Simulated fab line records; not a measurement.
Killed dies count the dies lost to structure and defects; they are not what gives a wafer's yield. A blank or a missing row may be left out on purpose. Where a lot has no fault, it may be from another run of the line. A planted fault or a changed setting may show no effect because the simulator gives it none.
Comparing a struck lot with a sound one ; flow sky130 ; 15 steps out of a route of 708
Sound: the wafers L200.2, L200.3, L200.6. Wafers struck: L201.2, L201.3, L201.5. At the end, the cause is stated.
Per side, at each step with rows, come the tool, then ch with its chambers, and then its first start. Under that, the readings that differ: sound wafers ; struck wafers ; difference of the means ; sigmas: that difference in standard deviations of wafers without a fault.
alike: readings whose means differ by less than 2 such deviations, and words and numbers that are the same on both sides. not compared: withheld readings, readings that some wafer has no value for, bounds like >300 that may hide the same value, and numbers for which the record gives no deviation and whose values overlap.
Wherever a step has rows on one side only, a row that says differs or no value, or a row with sigmas, the two part there. When numbers do not overlap yet have no deviation, they are printed without sigmas and do not part them. Lack of a reading on every wafer of one side parts them only where that side has two or more wafers.

first, 2 steps without rows for these wafers: SKY_NWELL_PEB_08; SKY_NWELL_DEVELOP_09 (develop time 60 s).
SKY_NWELL_OVL_MEAS_10:
  sound on overlay-01 at day 4 22:05; struck on overlay-02 at day 5 03:31
  alike: NWELL_00_OVL
then, 3 steps without rows for these wafers: SKY_NWELL_IMPLANT_11; SKY_NWELL_IMPLANT_12; SKY_NWELL_IMPLANT_13.
SKY_NWELL_STRIP_14: strips in O2/N2.
  sound on plasma asher-01 ch 0, day 4 22:34; struck on plasma asher-02 ch 0,1, day 5 03:59
  alike: chamber pressure mTorr, drypump motor current A, oes product au, strip time to endpoint s
  not compared: rf hours counter h
SKY_NWELL_TW_MEAS_15:
  sound on film metro-02 at day 4 22:41; struck on film metro-02 at day 5 04:06
  alike: NWELL_TW
then, 4 steps without rows for these wafers: SKY_NWELL_DEHYDRATE_16 (time 60 s); SKY_NWELL_HMDS_17 (prime time 60 s); SKY_NWELL_COAT_18 (resist thk 3000 nm); SKY_NWELL_SOFTBAKE_19.
SKY_NWELL_EXPOSE_20: exposes mask NWM COMPLEMENT, target cd 840 nm.
  sound on iline stepper-01 ch 0, day 5 07:25; struck on iline stepper-01 ch 0, day 5 12:31
reading;sound;struck;difference;sigmas
mask;NWM_COMPLEMENT#0 NWM_COMPLEMENT#0 NWM_COMPLEMENT#0;NWM_COMPLEMENT_R1#0 NWM_COMPLEMENT_R1#0 NWM_COMPLEMENT_R1#0;differs;
next, for these wafers, 1 step has no rows: SKY_NWELL_PEB_21.
-- the record jumps here: 41 days lie between the struck wafers' starts before and after (it left off in module NWELL and takes up again in module PAD_OPEN, whose first step shown is number 708 of the route) --
SKY_PAD_OPEN_PROBE_99:
  sound on prober-01 at day 46 04:34; struck on prober-01 at day 46 12:19
reading;sound;struck;difference;sigmas
killed_at_M0_to_M3;46 44 58;32 32 33;-17;-2
killed on rim;19 23 20;9 15 16;-7;-2
model.etest.pfet_16v.r on ohm um;1.548e+04 1.536e+04 1.535e+04;1.631e+04 1.652e+04 1.641e+04;+1.017e+03;
model.etest.nfet_16v.r on ohm um;1.383e+04 1.392e+04 1.36e+04;1.309e+04 1.316e+04 1.33e+04;-6.000e+02;
model.etest.res iso pwell.width nm (nm);2644 2644 2655;2479 2481 2480;-168;
model.etest.res nwell.width nm (nm);829.3 831.7 839.9;902 907.9 905.5;+72;
model.etest.pfet_16v.drive ua um;237.8 237.1 240.4;220.2 217.3 221.3;-18.8;
model.etest.nfet_16v.drive ua um;224.4 224.1 225.1;236.9 236.4 235.5;+11.7;
  alike: killed_at_M4_up, killed at contacts, killed at front end, killed at other, killed dies, killed open, killed short

## WHERE THEY PART
Earliest at SKY_NWELL_EXPOSE_20; latest, in this record, at SKY_PAD_OPEN_PROBE_99.

WHY: the cause the simulator had injected
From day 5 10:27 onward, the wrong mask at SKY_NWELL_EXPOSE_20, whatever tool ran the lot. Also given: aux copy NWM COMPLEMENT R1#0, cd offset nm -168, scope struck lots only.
